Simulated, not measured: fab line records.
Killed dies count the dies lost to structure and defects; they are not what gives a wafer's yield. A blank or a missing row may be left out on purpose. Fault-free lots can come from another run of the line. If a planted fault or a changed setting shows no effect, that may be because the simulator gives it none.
A lot that was struck, set against a sound lot + flow sky130 + 15 steps out of a route of 708
Sound: these wafers, L921.2, L921.3, L921.4. Wafers L935.1, L935.5, L935.6 were the ones struck. Last of all comes the cause.
Each step with rows lists, per side, the tool, then ch with its chambers, then its first start. Under that, the readings that differ: sound wafers + struck wafers + difference of the means + sigmas: that difference in standard deviations of wafers without a fault.
alike: readings whose means differ by less than 2 such deviations, and words and numbers that are the same on both sides. not compared: withheld readings, readings that some wafer has no value for, bounds like >300 that may hide the same value, and numbers for which the record gives no deviation and whose values overlap.
Wherever a step has rows on one side only, a row that says differs or no value, or a row with sigmas, the two part there. Numbers that have no deviation but don't overlap get no sigmas and don't part them. A reading that every wafer of one side lacks parts them only if that side has two wafers or more.

SKY_CAP2M_SPUTTER_02: material TiN, target thk 200 nm, time 166.7 s.
  struck on pvd_sputter-01, day 45 05:42; sound on pvd_sputter-04, day 40 07:08
  alike: throttle_valve_pct
SKY_CAP2M_RS_MEAS_03: the measuring method here is four-point-probe.
  struck on film_metro-01, day 45 05:49; sound on film_metro-04, day 40 07:16
  alike: CAP2M_TIN_RS
SKY_CAP2M_THK_MEAS_04: measures by xrf.
  struck on film_metro-01, day 45 05:56; sound on film_metro-04, day 40 07:22
  alike: CAP2M_TIN_THK
then, 7 steps without rows for these wafers: SKY_CAP2M_DEHYDRATE_05 (time 60 s); SKY_CAP2M_HMDS_06 (prime time 60 s); SKY_CAP2M_COAT_07 (resist thk 1140 nm); SKY_CAP2M_SOFTBAKE_08 (time 60 s); SKY_CAP2M_EXPOSE_09 (exposes mask CAP2M, target cd 1000 nm); SKY_CAP2M_PEB_10; SKY_CAP2M_DEVELOP_11 (develop time 60 s).
SKY_CAP2M_OVL_MEAS_12:
  struck on overlay-01, day 46 03:02; sound on overlay-02, day 41 07:34
  alike: CAP2M_OVL
SKY_CAP2M_METAL_ETCH_13: etches TiN in Cl2/BCl3, stops on SiO2, target depth 220 nm, time 62.9 s.
  sound on rie_metal-04 ch 0,1, day 41 07:35; struck on rie_metal-04 ch 0,1, day 46 03:04
  alike: drypump_motor_current_A, oes_product_au, throttle_valve_pct
  not compared: rf_hours_counter_h
SKY_CAP2M_STRIP_14: strips in O2/N2.
  sound on plasma_asher-02 ch 0,1, day 41 07:40; struck on plasma_asher-02 ch 0,1, day 46 03:09
| reading                      | sound             | struck            | difference | sigmas |
|------------------------------|-------------------|-------------------|------------|--------|
| o2_flow_sccm (sccm)          | 2998 3003 2992    | 3598 3597 3580    | +594       | +74    |
| strip_time_to_endpoint_s (s) | 12.72 12.69 12.71 | 12.52 12.54 12.56 | -0.17      | -4     |
  alike: drypump_motor_current_A, n2_flow_sccm, oes_product_au
  not compared: rf_hours_counter_h
then, 2 steps without rows for these wafers: SKY_CAP2M_STRIP_15 (strips in post etch residue remover, time 1200 s); SKY_PAD_OPEN_PROBE_99.

== WHERE THEY PART ==
SKY_CAP2M_STRIP_14 only, going by this record.

WHY: the cause the simulator had injected
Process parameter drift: plasma_asher-02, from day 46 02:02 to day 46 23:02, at SKY_CAP2M_STRIP_14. The setting o2_flow_sccm was moved by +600, starting from 3000. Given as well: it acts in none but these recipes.
